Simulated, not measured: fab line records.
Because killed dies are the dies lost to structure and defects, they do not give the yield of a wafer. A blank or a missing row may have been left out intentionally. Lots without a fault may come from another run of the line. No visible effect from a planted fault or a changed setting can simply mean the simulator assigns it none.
fab line records | flow sky130
record lots=10 | wafers=30 | last-day=50
route steps=708 shown LDD_LDN@301 SPACER@306 SD_N@351 LI_CONTACT@374 PAD_OPEN@708
lots untouched by any fault: they come from a run of this same line in which no faults occurred
start-h: start of the lot's first displayed wafer, in hours after the record's first day | wait-h: hours since the lot's step before | " the same as in the row above | L1.1+2: a single row standing in for several wafers | - either no value or no given start | * or withheld: withheld | < > ~ a bound
route shown NAME@n: a module of which the file shows steps, and the number in the route of the first | usual: mean/standard deviation taken from wafers without a fault | same: alike in all rows | chamber/n: place in a boat | sites: per-site readings | _std_site: the standard deviation of these | _edge_site: inner sites' mean taken away from outer sites' mean | radius-mm: how far each site lies from the wafer's centre | mask NAME#n: copy n | behind: the last tool/chamber to shape the wafer | hold: what put the lot on hold/how long, in hours/how the hold closed | device: transistor that didn't switch, given as n, p or np | end of line: the same wafers' tests at the end of the route | a step with no rows: only its recipe | killed: at the first sort, the dies lost to defects and structure; wafer yield is something else | map: a wafer's dies, x killed, . not, _ none there
set.NAME: setting as actually run; set.NAME@STEP: the setting as run at that earlier step | model.NAME: the simulator's own value behind a step, which no gauge read
steps of the route over a sample of lots; a table a step, a row a wafer
services: from which hour (start-h, from the record's first day; less than 0 if before it) a tool's chamber was out of use, for how many hours, and why
## steps
# step SKY_LDD_LDN_STRIP_12
# recipe chemistry=O2/N2 | power-w=1400 | pressure-mtorr=1500 | platen-temp-c=withheld | o2-flow-sccm=3000 | n2-flow-sccm=300 | overash-fraction=0.5
# usual drypump-motor-current-A=5.6/0.49 | oes-product-au=0.715/0.005 | strip-time-to-endpoint-s=14.275/0.029
lot.wafer | tool            | chamber | start-h | wait-h | drypump-motor-current-A | oes-product-au | rf-hours-counter-h | strip-time-to-endpoint-s
L849.2    | plasma-asher-02 | 1       | 551.01  | 0.1    | 4.7                     | 0.713          | 86                 | 14.284
L849.3    | "               | 1       | "       | "      | 4.7                     | 0.713          | -                  | 14.299
L849.5    | "               | 1       | "       | "      | 4.7                     | 0.719          | -                  | 14.300
L851.1    | plasma-asher-03 | 1       | 570.02  | 0.1    | 5.7                     | 0.711          | 46                 | 14.282
L851.5    | "               | 0       | "       | "      | 6.1                     | 0.706          | -                  | 14.308
L851.6    | "               | 1       | "       | "      | 5.6                     | 0.712          | -                  | 14.304
L852.1    | plasma-asher-04 | 0       | 570.67  | 0.1    | 6.2                     | 0.713          | 80                 | 14.297
L852.2    | "               | 1       | "       | "      | 5.4                     | 0.719          | 80                 | 14.297
L852.4    | "               | 0       | "       | "      | 6.2                     | 0.721          | -                  | 14.294
L856.2    | plasma-asher-02 | 0       | 643.87  | 0.1    | 5.2                     | 0.719          | 95                 | 14.282
L856.4    | "               | 1       | "       | "      | 4.7                     | 0.709          | -                  | 14.280
L856.6    | "               | 1       | "       | "      | 4.7                     | 0.716          | -                  | 14.266
L861.2    | plasma-asher-03 | 1       | 648.72  | 0.1    | 5.6                     | 0.723          | 54                 | 14.306
L861.5    | "               | 1       | "       | "      | 5.6                     | 0.713          | -                  | 14.295
L861.6    | "               | 0       | "       | "      | 6.1                     | 0.721          | -                  | 14.278
L863.1    | plasma-asher-03 | 0       | 649.04  | 0.1    | 6.1                     | 0.710          | 54                 | 14.295
L863.2    | "               | 1       | "       | "      | 5.7                     | 0.729          | 54                 | 14.269
L863.3    | "               | 1       | "       | "      | 5.6                     | 0.709          | -                  | 14.292
L868.2    | plasma-asher-02 | 0       | 685.94  | 0.1    | 5.2                     | 0.712          | 99                 | 14.269
L868.3    | "               | 1       | "       | "      | 4.7                     | 0.713          | -                  | 14.262
L868.4    | "               | 0       | "       | "      | 5.2                     | 0.706          | -                  | 14.278
L870.1    | plasma-asher-03 | 0       | 698.66  | 0.1    | 6.1                     | 0.717          | 59                 | 14.265
L870.3    | "               | 1       | "       | "      | 5.6                     | 0.723          | -                  | 14.256
L870.5    | "               | 1       | "       | "      | 5.7                     | 0.720          | -                  | 14.261
L871.4    | plasma-asher-04 | 0       | 707.79  | 0.1    | 6.2                     | 0.711          | -                  | 14.224
L871.5    | "               | 0       | "       | "      | 6.2                     | 0.716          | -                  | 14.287
L871.6    | "               | 1       | "       | "      | 5.6                     | 0.727          | -                  | 14.255
L872.2    | plasma-asher-04 | 0       | 713.07  | 0.1    | 6.2                     | 0.711          | 94                 | 14.287
L872.5    | "               | 0       | "       | "      | 6.2                     | 0.717          | -                  | 14.284
L872.6    | "               | 1       | "       | "      | 5.5                     | 0.713          | -                  | 14.299
# step SKY_SPACER_ETCHBACK_02
# recipe chemistry=CH3F/O2 | target=Si3N4 | stop-on=SiO2 | source-w=400 | bias-w=80 | pressure-mtorr=25 | ch3f-flow-sccm=40 | O2_flow_sccm=30 | time-s=46.7 | target-depth-a=450
# usual drypump-motor-current-A=5.9/0.31 | oes-product-au=0.854/0.0062 | throttle-valve-pct=10.564/0.0087
lot.wafer | tool        | chamber | start-h | wait-h | drypump-motor-current-A | oes-product-au | rf-hours-counter-h | throttle-valve-pct
L849.2    | rie-diel-03 | 1       | 553.13  | 0.0    | 5.1                     | 0.859          | 77                 | 10.556
L849.3    | "           | 3       | "       | "      | 6.0                     | 0.856          | 12                 | 10.580
L849.5    | "           | 2       | "       | "      | 6.1                     | 0.855          | -                  | 10.573
L851.1    | rie-diel-01 | 2       | 572.63  | 0.1    | 6.1                     | 0.849          | 6                  | 10.565
L851.5    | "           | 0       | "       | "      | 5.5                     | 0.858          | -                  | 10.556
L851.6    | "           | 3       | "       | "      | 6.0                     | 0.858          | -                  | 10.549
L852.1    | rie-diel-03 | 0       | 572.63  | 0.1    | 6.2                     | 0.851          | 8                  | 10.550
L852.2    | "           | 2       | "       | "      | 6.1                     | 0.857          | 11                 | 10.549
L852.4    | "           | 0       | "       | "      | 6.3                     | 0.855          | -                  | 10.563
L856.2    | rie-diel-02 | 0       | 646.04  | 0.0    | 5.9                     | 0.847          | 2                  | 10.570
L856.4    | "           | 2       | "       | "      | 6.1                     | 0.839          | -                  | 10.573
L856.6    | "           | 0       | "       | "      | 5.9                     | 0.855          | -                  | 10.571
L861.2    | rie-diel-02 | 1       | 651.28  | 0.0    | 5.5                     | 0.858          | 12                 | 10.552
L861.5    | "           | 1       | "       | "      | 5.5                     | 0.867          | -                  | 10.557
L861.6    | "           | 2       | "       | "      | 6.1                     | 0.866          | -                  | 10.583
L863.1    | rie-diel-01 | 0       | 651.34  | 0.1    | 5.5                     | 0.856          | 7                  | 10.565
L863.2    | "           | 2       | "       | "      | 6.1                     | 0.861          | 8                  | 10.560
L863.3    | "           | 3       | "       | "      | 6.0                     | 0.855          | 0                  | 10.560
L868.2    | rie-diel-02 | 0       | 687.49  | 0.0    | 5.9                     | 0.862          | 3                  | 10.563
L868.3    | "           | 2       | "       | "      | 6.1                     | 0.862          | 9                  | 10.577
L868.4    | "           | 1       | "       | "      | 5.5                     | 0.854          | 12                 | 10.575
L870.1    | rie-diel-03 | 2       | 700.13  | 0.1    | 6.1                     | 0.851          | 14                 | 10.564
L870.3    | "           | 1       | "       | "      | 5.1                     | 0.855          | 2                  | 10.556
L870.5    | "           | 0       | "       | "      | 6.2                     | 0.847          | -                  | 10.559
L871.4    | rie-diel-02 | 0       | 709.69  | 0.0    | 5.8                     | 0.859          | 3                  | 10.549
L871.5    | "           | 0       | "       | "      | 5.9                     | 0.847          | -                  | 10.566
L871.6    | "           | 1       | "       | "      | 5.4                     | 0.851          | -                  | 10.560
L872.2    | rie-diel-01 | 1       | 714.55  | 0.0    | 5.9                     | 0.851          | 6                  | 10.547
L872.5    | "           | 0       | "       | "      | 5.5                     | 0.851          | -                  | 10.559
L872.6    | "           | 3       | "       | "      | 6.0                     | 0.851          | -                  | 10.566
# step SKY_SD_N_IMPLANT_09
# recipe species=As | energy-kev=50 | dose-cm2=4e+15 | tilt-deg=0
# usual beam-on-s=15.9/0.7 | dose-ions-cm2=4.001e+15/4.4e+12 | end-station-pressure-torr=1.5e-05/9.7e-07 | faraday-current-uA=13740/580
lot.wafer | tool         | chamber | start-h | wait-h | beam-on-s | dose-ions-cm2 | end-station-pressure-torr | faraday-current-uA
L849.2    | implanter-03 | 0       | 668.80  | 0.0    | 15.2      | 4e+15         | 1.51e-05                  | 14320
L849.3    | "            | 0       | "       | "      | 15.3      | 4.006e+15     | 1.59e-05                  | 14231
L849.5    | "            | 0       | "       | "      | 15.6      | 4.005e+15     | 1.63e-05                  | 13993
L851.1    | implanter-03 | 0       | 688.63  | 0.0    | 15.4      | 4.002e+15     | 1.48e-05                  | 14085
L851.5    | "            | 0       | "       | "      | 15.1      | 3.996e+15     | 1.56e-05                  | 14421
L851.6    | "            | 0       | "       | "      | 15.4      | 3.999e+15     | 1.5e-05                   | 14134
L852.1    | implanter-04 | 0       | 688.81  | 0.0    | 16.9      | 3.999e+15     | 1.49e-05                  | 12957
L852.2    | "            | 0       | "       | "      | 16.7      | 4.006e+15     | 1.49e-05                  | 13114
L852.4    | "            | 0       | "       | "      | 17.1      | 4.002e+15     | 1.3e-05                   | 12809
L856.2    | implanter-03 | 0       | 757.71  | 0.0    | 9.7       | 5.45e+14      | 7.3e-06                   | 3144
L856.4    | "            | 0       | "       | "      | 10.3      | 5.54e+14      | 7.3e-06                   | 2992
L856.6    | "            | 0       | "       | "      | 9.9       | 5.49e+14      | 7.7e-06                   | 3103
L861.2    | implanter-03 | 0       | 763.55  | 0.0    | 9.8       | 5.46e+14      | 7.6e-06                   | 3113
L861.5    | "            | 0       | "       | "      | 9.6       | 5.55e+14      | 7.5e-06                   | 3180
L861.6    | "            | 0       | "       | "      | 9.9       | 5.55e+14      | 7.8e-06                   | 3088
L863.1    | implanter-04 | 0       | 764.14  | 0.0    | 16.8      | 3.998e+15     | 1.37e-05                  | 13103
L863.2    | "            | 0       | "       | "      | 16.8      | 4.001e+15     | 1.45e-05                  | 12947
L863.3    | "            | 0       | "       | "      | 16.9      | 4.002e+15     | 1.33e-05                  | 12939
L868.2    | implanter-02 | 0       | 794.20  | 0.0    | 16.8      | 3.997e+15     | 1.55e-05                  | 12987
L868.3    | "            | 0       | "       | "      | 16.4      | 3.992e+15     | 1.52e-05                  | 13259
L868.4    | "            | 0       | "       | "      | 16.3      | 3.998e+15     | 1.52e-05                  | 13351
L870.1    | implanter-02 | 0       | 805.31  | 0.0    | 16.4      | 4.006e+15     | 1.51e-05                  | 13352
L870.3    | "            | 0       | "       | "      | 16.7      | 3.999e+15     | 1.31e-05                  | 13012
L870.5    | "            | 0       | "       | "      | 16.5      | 4.006e+15     | 1.6e-05                   | 13240
L871.4    | implanter-04 | 0       | 817.40  | 0.1    | 17.0      | 4.002e+15     | 1.4e-05                   | 12830
L871.5    | "            | 0       | "       | "      | 16.2      | 3.997e+15     | 1.39e-05                  | 13406
L871.6    | "            | 0       | "       | "      | 16.6      | 3.998e+15     | 1.54e-05                  | 13197
L872.2    | implanter-04 | 0       | 821.21  | 0.0    | 16.1      | 3.995e+15     | 1.53e-05                  | 13539
L872.5    | "            | 0       | "       | "      | 16.9      | 3.991e+15     | 1.35e-05                  | 12948
L872.6    | "            | 0       | "       | "      | 16.7      | 3.998e+15     | 1.5e-05                   | 12970
# step SKY_SD_N_STRIP_11
# recipe chemistry=O2/N2 | power-w=1400 | pressure-mtorr=1500 | platen-temp-c=withheld | o2-flow-sccm=3000 | n2-flow-sccm=300 | overash-fraction=0.5
# usual drypump-motor-current-A=5.7/0.46 | oes-product-au=0.526/0.0045 | strip-time-to-endpoint-s=22.43/0.038
lot.wafer | tool            | chamber | start-h | wait-h | drypump-motor-current-A | oes-product-au | rf-hours-counter-h | strip-time-to-endpoint-s
L849.2    | plasma-asher-03 | 1       | 669.08  | 0.1    | 5.7                     | 0.525          | 56                 | 22.43
L849.3    | "               | 1       | "       | "      | 5.7                     | 0.527          | -                  | 22.43
L849.5    | "               | 1       | "       | "      | 5.7                     | 0.520          | -                  | 22.37
L851.1    | plasma-asher-03 | 0       | 688.93  | 0.1    | 6.1                     | 0.519          | 58                 | 22.46
L851.5    | "               | 1       | "       | "      | 5.7                     | 0.534          | -                  | 22.49
L851.6    | "               | 0       | "       | "      | 6.1                     | 0.522          | -                  | 22.43
L852.1    | plasma-asher-04 | 0       | 689.11  | 0.1    | 6.2                     | 0.521          | 92                 | 22.48
L852.2    | "               | 1       | "       | "      | 5.5                     | 0.528          | 92                 | 22.39
L852.4    | "               | 0       | "       | "      | 6.2                     | 0.530          | -                  | 22.38
L856.2    | plasma-asher-02 | 1       | 757.99  | 0.1    | 4.7                     | 0.645          | 1                  | 16.08
L856.4    | "               | 1       | "       | "      | 4.7                     | 0.645          | -                  | 16.17
L856.6    | "               | 1       | "       | "      | 4.7                     | 0.639          | -                  | 16.09
L861.2    | plasma-asher-04 | 1       | 763.83  | 0.1    | 5.5                     | 0.634          | 99                 | 16.21
L861.5    | "               | 0       | "       | "      | 6.2                     | 0.645          | -                  | 16.26
L861.6    | "               | 1       | "       | "      | 5.5                     | 0.639          | -                  | 16.26
L863.1    | plasma-asher-04 | 0       | 764.44  | 0.1    | 6.2                     | 0.522          | 99                 | 22.45
L863.2    | "               | 1       | "       | "      | 5.6                     | 0.526          | 99                 | 22.45
L863.3    | "               | 0       | "       | "      | 6.2                     | 0.523          | -                  | 22.48
L868.2    | plasma-asher-04 | 0       | 794.48  | 0.1    | 6.2                     | 0.521          | 102                | 22.42
L868.3    | "               | 1       | "       | "      | 5.5                     | 0.532          | -                  | 22.41
L868.4    | "               | 0       | "       | "      | 6.2                     | 0.521          | -                  | 22.39
L870.1    | plasma-asher-04 | 1       | 805.61  | 0.1    | 5.5                     | 0.515          | 103                | 22.42
L870.3    | "               | 1       | "       | "      | 5.5                     | 0.528          | -                  | 22.44
L870.5    | "               | 1       | "       | "      | 5.5                     | 0.521          | -                  | 22.46
L871.4    | plasma-asher-04 | 1       | 817.66  | 0.1    | 5.5                     | 0.532          | -                  | 22.39
L871.5    | "               | 1       | "       | "      | 5.5                     | 0.526          | -                  | 22.39
L871.6    | "               | 0       | "       | "      | 6.2                     | 0.522          | -                  | 22.34
L872.2    | plasma-asher-03 | 0       | 821.49  | 0.1    | 6.1                     | 0.524          | 72                 | 22.43
L872.5    | "               | 0       | "       | "      | 6.1                     | 0.519          | -                  | 22.41
L872.6    | "               | 1       | "       | "      | 5.7                     | 0.524          | -                  | 22.36
# step SKY_SD_N_TW_MEAS_12
# usual SD_N_TW=4019/32
lot.wafer | tool          | chamber | start-h | wait-h | SD_N_TW
L849.2    | film-metro-03 | -       | 669.19  | 0.1    | 4056
L849.3    | "             | -       | "       | "      | 4037
L849.5    | "             | -       | "       | "      | 4042
L851.1    | film-metro-03 | -       | 689.03  | 0.1    | 4029
L851.5    | "             | -       | "       | "      | 4035
L851.6    | "             | -       | "       | "      | 4040
L852.1    | film-metro-02 | -       | 689.21  | 0.1    | 3960
L852.2    | "             | -       | "       | "      | 3964
L852.4    | "             | -       | "       | "      | 3987
L856.2    | film-metro-02 | -       | 758.10  | 0.1    | 3454
L856.4    | "             | -       | "       | "      | 3436
L856.6    | "             | -       | "       | "      | 3428
L861.2    | film-metro-02 | -       | 763.94  | 0.1    | 3461
L861.5    | "             | -       | "       | "      | 3463
L861.6    | "             | -       | "       | "      | 3471
L863.1    | film-metro-02 | -       | 764.54  | 0.1    | 4034
L863.2    | "             | -       | "       | "      | 3999
L863.3    | "             | -       | "       | "      | 4022
L868.2    | film-metro-04 | -       | 794.59  | 0.1    | 4064
L868.3    | "             | -       | "       | "      | 4058
L868.4    | "             | -       | "       | "      | 4044
L870.1    | film-metro-03 | -       | 805.71  | 0.1    | 4067
L870.3    | "             | -       | "       | "      | 4030
L870.5    | "             | -       | "       | "      | 4048
L871.4    | film-metro-03 | -       | 817.76  | 0.1    | 4071
L871.5    | "             | -       | "       | "      | 4056
L871.6    | "             | -       | "       | "      | 4067
L872.2    | film-metro-02 | -       | 821.60  | 0.1    | 3955
L872.5    | "             | -       | "       | "      | 3968
L872.6    | "             | -       | "       | "      | 3972
# step SKY_SD_N_RS_MEAS_16
# recipe thk-meas-gauge=four-point-probe
# usual SD_N_RS=68.46/0.13
lot.wafer | tool          | chamber | start-h | wait-h | SD_N_RS[ohm/sq]
L849.2    | film-metro-03 | -       | 669.48  | 0.1    | 68.38
L849.3    | "             | -       | "       | "      | 68.34
L849.5    | "             | -       | "       | "      | 68.31
L851.1    | film-metro-03 | -       | 689.31  | 0.1    | 68.39
L851.5    | "             | -       | "       | "      | 68.31
L851.6    | "             | -       | "       | "      | 68.33
L852.1    | film-metro-02 | -       | 689.54  | 0.1    | 68.56
L852.2    | "             | -       | "       | "      | 68.43
L852.4    | "             | -       | "       | "      | 68.43
L856.2    | film-metro-04 | -       | 758.40  | 0.1    | 157.15
L856.4    | "             | -       | "       | "      | 155.97
L856.6    | "             | -       | "       | "      | 158.24
L861.2    | film-metro-04 | -       | 764.23  | 0.1    | 155.10
L861.5    | "             | -       | "       | "      | 153.89
L861.6    | "             | -       | "       | "      | 151.99
L863.1    | film-metro-02 | -       | 764.88  | 0.1    | 68.51
L863.2    | "             | -       | "       | "      | 68.48
L863.3    | "             | -       | "       | "      | 68.35
L868.2    | film-metro-04 | -       | 794.88  | 0.1    | 68.36
L868.3    | "             | -       | "       | "      | 68.46
L868.4    | "             | -       | "       | "      | 68.33
L870.1    | film-metro-04 | -       | 805.99  | 0.1    | 68.52
L870.3    | "             | -       | "       | "      | 68.63
L870.5    | "             | -       | "       | "      | 68.37
L871.4    | film-metro-02 | -       | 818.08  | 0.1    | 68.64
L871.5    | "             | -       | "       | "      | 68.44
L871.6    | "             | -       | "       | "      | 68.48
L872.2    | film-metro-04 | -       | 821.90  | 0.1    | 68.58
L872.5    | "             | -       | "       | "      | 68.66
L872.6    | "             | -       | "       | "      | 68.65
# step SKY_LI_CONTACT_CD_MEAS_12
# recipe target-cd-nm=170
# usual cd-nm=170.3/1.6
lot.wafer | tool      | chamber | start-h | wait-h | cd-nm
L849.2    | cd-sem-02 | -       | 697.94  | -      | 169.3
L849.3    | "         | -       | "       | "      | 169.0
L849.5    | "         | -       | "       | "      | 167.6
L851.1    | cd-sem-01 | -       | 717.98  | -      | 168.6
L851.5    | "         | -       | "       | "      | 168.8
L851.6    | "         | -       | "       | "      | 169.0
L852.1    | cd-sem-01 | -       | 718.62  | -      | 169.2
L852.2    | "         | -       | "       | "      | 167.3
L852.4    | "         | -       | "       | "      | 167.4
L856.2    | cd-sem-02 | -       | 784.81  | -      | 168.2
L856.4    | "         | -       | "       | "      | 169.7
L856.6    | "         | -       | "       | "      | 168.2
L861.2    | cd-sem-02 | -       | 790.44  | -      | 169.4
L861.5    | "         | -       | "       | "      | 168.2
L861.6    | "         | -       | "       | "      | 168.6
L863.1    | cd-sem-01 | -       | 792.17  | -      | 172.5
L863.2    | "         | -       | "       | "      | 173.1
L863.3    | "         | -       | "       | "      | 172.2
L868.2    | cd-sem-02 | -       | 822.21  | -      | 169.7
L868.3    | "         | -       | "       | "      | 170.4
L868.4    | "         | -       | "       | "      | 168.6
L870.1    | cd-sem-01 | -       | 833.19  | -      | 167.7
L870.3    | "         | -       | "       | "      | 169.6
L870.5    | "         | -       | "       | "      | 169.3
L871.4    | cd-sem-01 | -       | 844.84  | -      | 170.2
L871.5    | "         | -       | "       | "      | 171.9
L871.6    | "         | -       | "       | "      | 170.6
L872.2    | cd-sem-02 | -       | 848.59  | -      | 168.5
L872.5    | "         | -       | "       | "      | 169.6
L872.6    | "         | -       | "       | "      | 169.1
# step SKY_PAD_OPEN_PROBE_99
# usual killed_at_M0_to_M3=42/7.4 | killed_at_M4_up=3.5/1.9 | killed-at-contacts=24/5.2 | killed-at-front-end=15/4.5 | killed-at-other=0.2/0.53 | killed-dies=85/9.8 | killed-open=46/7.6 | killed-short=39/6.5
# same gross-dies=492 | killed-at-back-side=0
lot.wafer | tool      | chamber | start-h | wait-h | killed_at_M0_to_M3 | killed_at_M4_up | killed-at-contacts | killed-at-front-end | killed-at-other | killed-dies | killed-open | killed-short
L851.1    | prober-01 | -       | 1106.72 | 0.1    | 46                 | 5               | 26                 | 8                   | 0               | 85          | 51          | 34
L851.5    | prober-01 | -       | 1106.92 | 0.2    | 45                 | 4               | 24                 | 8                   | 0               | 81          | 45          | 36
L851.6    | prober-01 | -       | 1106.97 | 0.2    | 52                 | 2               | 19                 | 20                  | 0               | 93          | 50          | 43
L861.2    | prober-02 | -       | 1162.19 | 0.1    | 37                 | 2               | 22                 | 14                  | 0               | 75          | 36          | 39
L861.5    | prober-02 | -       | 1162.34 | 0.2    | 36                 | 4               | 17                 | 18                  | 0               | 75          | 44          | 31
L861.6    | prober-02 | -       | 1162.39 | 0.2    | 47                 | 4               | 26                 | 20                  | 1               | 98          | 55          | 43
L868.2    | prober-01 | -       | 1186.75 | 0.1    | 52                 | 1               | 26                 | 19                  | 0               | 98          | 60          | 38
L868.3    | prober-01 | -       | 1186.80 | 0.2    | 45                 | 2               | 21                 | 16                  | 1               | 85          | 44          | 41
L868.4    | prober-01 | -       | 1186.85 | 0.2    | 41                 | 5               | 26                 | 10                  | 0               | 82          | 48          | 34
L870.1    | prober-01 | -       | 1187.95 | 0.1    | 45                 | 6               | 21                 | 14                  | 1               | 87          | 48          | 39
L870.3    | prober-01 | -       | 1188.05 | 0.2    | 35                 | 4               | 29                 | 15                  | 0               | 83          | 53          | 29
L870.5    | prober-01 | -       | 1188.15 | 0.2    | 38                 | 1               | 17                 | 6                   | 0               | 62          | 37          | 25
# killed by level:class
L851.1 VIA1:geometric-particle:open=15 CONTACT:geometric-particle:open=11 VIA3:geometric-particle:open=9 LI_CONTACT:geometric-particle:open=8 METAL2:geometric-particle:short=7 METAL1:geometric-particle:short=4 METAL4:geometric-particle:short=4 FIELD_ISO:geometric-particle:short=3
L851.5 VIA1:geometric-particle:open=11 VIA2:geometric-particle:open=9 LI_CONTACT:geometric-particle:open=8 CONTACT:geometric-particle:open=6 METAL2:geometric-particle:short=6 VIA1:geometric-particle:short=5 LI_CONTACT:geometric-particle:short=4 METAL1:geometric-particle:short=4
L851.6 VIA1:geometric-particle:open=16 METAL1:geometric-particle:short=9 METAL2:geometric-particle:short=7 FIELD_ISO:geometric-particle:short=6 FIELD_ISO:geometric-particle:open=6 CONTACT:geometric-particle:open=5 VIA3:geometric-particle:open=5 POLY_GATE:geometric-particle:short=4
L861.2 METAL2:geometric-particle:short=9 CONTACT:geometric-particle:open=8 VIA1:geometric-particle:open=8 FIELD_ISO:geometric-particle:short=6 VIA2:geometric-particle:open=6 LI_CONTACT:geometric-particle:short=4 LI_CONTACT:geometric-particle:open=4 VIA3:geometric-particle:open=4
L861.5 VIA1:geometric-particle:open=11 CONTACT:geometric-particle:open=9 POLY_GATE:geometric-particle:short=6 VIA2:geometric-particle:open=5 VIA3:geometric-particle:open=5 FIELD_ISO:geometric-particle:short=4 LI_CONTACT:geometric-particle:open=4 VIA1:geometric-particle:short=4
L861.6 VIA1:geometric-particle:open=12 CONTACT:geometric-particle:open=10 POLY_GATE:geometric-particle:open=7 LI_CONTACT:geometric-particle:open=6 VIA3:geometric-particle:open=6 VIA2:geometric-particle:open=6 METAL2:geometric-particle:short=5 POLY_GATE:geometric-particle:short=4
L868.2 VIA1:geometric-particle:open=16 CONTACT:geometric-particle:open=10 LI_CONTACT:geometric-particle:open=9 VIA2:geometric-particle:open=9 FIELD_ISO:geometric-particle:short=7 FIELD_ISO:geometric-particle:open=7 METAL1:geometric-particle:short=6 VIA1:geometric-particle:short=5
L868.3 VIA1:geometric-particle:open=11 CONTACT:geometric-particle:open=7 VIA2:geometric-particle:open=7 VIA3:geometric-particle:short=5 VIA2:geometric-particle:short=5 VIA1:geometric-particle:short=5 METAL3:geometric-particle:short=4 FIELD_ISO:geometric-particle:short=3
L868.4 VIA1:geometric-particle:open=10 CONTACT:geometric-particle:open=9 METAL1:geometric-particle:short=9 LI_CONTACT:geometric-particle:open=8 VIA3:geometric-particle:open=6 CONTACT:geometric-particle:short=5 VIA1:geometric-particle:short=4 VIA2:geometric-particle:open=4
L870.1 VIA2:geometric-particle:open=11 CONTACT:geometric-particle:open=9 FIELD_ISO:geometric-particle:short=7 VIA1:geometric-particle:open=7 VIA3:geometric-particle:open=6 VIA2:geometric-particle:short=5 FIELD_ISO:geometric-particle:open=4 METAL1:geometric-particle:short=4
L870.3 LI_CONTACT:geometric-particle:open=13 VIA3:geometric-particle:open=8 POLY_GATE:geometric-particle:open=6 CONTACT:geometric-particle:short=6 VIA1:geometric-particle:open=6 LI_CONTACT:geometric-particle:short=5 VIA2:geometric-particle:open=4 FIELD_ISO:geometric-particle:open=3
L870.5 CONTACT:geometric-particle:open=7 LI_CONTACT:geometric-particle:open=6 METAL1:geometric-particle:short=6 VIA1:geometric-particle:open=6 VIA3:geometric-particle:open=5 METAL2:geometric-particle:short=5 VIA2:geometric-particle:open=5 POLY_GATE:geometric-particle:short=3
## services
tool            | chamber | start-h | hours | kind
rie-diel-02     | 0       | 531.41  | -     | clean
rie-diel-02     | 0       | 531.41  | 14.9  | scheduled-down
rie-diel-03     | 0       | 540.00  | 5.3   | repair
rie-diel-02     | 0       | 553.81  | 3.7   | repair
rie-diel-02     | 0       | 563.16  | 5.4   | repair
implanter-03    | -       | 564.79  | 2.8   | pm
implanter-02    | -       | 565.55  | 2.4   | repair
rie-diel-03     | 3       | 585.87  | 18.8  | repair
rie-diel-03     | 1       | 590.79  | 5.7   | repair
plasma-asher-04 | -       | 610.27  | 2.4   | repair
implanter-02    | -       | 617.31  | 1.9   | repair
rie-diel-01     | 2       | 620.07  | 8.4   | repair
rie-diel-03     | -       | 626.58  | 14.6  | pm
rie-diel-02     | 3       | 636.07  | 18.0  | repair
rie-diel-02     | -       | 668.89  | 14.6  | pm
rie-diel-03     | 0       | 686.88  | 7.1   | repair
implanter-02    | -       | 687.27  | 3.0   | pm
plasma-asher-02 | -       | 724.21  | 1.7   | repair
plasma-asher-02 | -       | 733.75  | 9.0   | pm
rie-diel-01     | 0       | 750.53  | 21.5  | repair
rie-diel-01     | 1       | 777.65  | 9.1   | repair
implanter-04    | -       | 789.57  | 3.6   | pm
rie-diel-02     | -       | 801.30  | 2.8   | pm
implanter-04    | -       | 811.21  | 5.5   | repair
## key
first-sign step=SKY_SD_N_IMPLANT_09 | reading=dose-ions-cm2 | direction=down | sigmas=99+ | usual=* | struck=*
effect step=SKY_SD_N_IMPLANT_09 | reading=faraday-current-uA | direction=down | sigmas=18 | usual=13740 | struck=3103
effect step=SKY_SD_N_STRIP_11 | reading=strip-time-to-endpoint-s | direction=down | sigmas=99+ | usual=* | struck=*
effect step=SKY_SD_N_TW_MEAS_12 | reading=SD_N_TW | direction=down | sigmas=17 | usual=4019 | struck=3452
effect step=SKY_SD_N_RS_MEAS_16 | reading=SD_N_RS | direction=up | sigmas=99+ | usual=68.46 | struck=155.39
met-at SKY_SD_N_IMPLANT_09
struck-lots L856,L861
tester-left-out L856,L861
not-acting-at SKY_LDD_LDN_STRIP_12,SKY_SPACER_ETCHBACK_02,SKY_LI_CONTACT_CD_MEAS_12
onset-between 688.63 757.71
fault kind=process-parameter-drift | tool=implanter-03 | chamber=- | onset-h=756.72 | steps=SKY_SD_N_IMPLANT_09 | channel=dose-cm2 | offset=* | shape=step | end-h=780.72 | acts-in=* | stated=*
# tester-left-out: of these lots the tester's yield and bins aren't shown, on N5 and GAA mostly nor the transistor test; their killed dies are dies lost to structure and defects alone, not to doping, threshold or leakage, so they don't give the yield
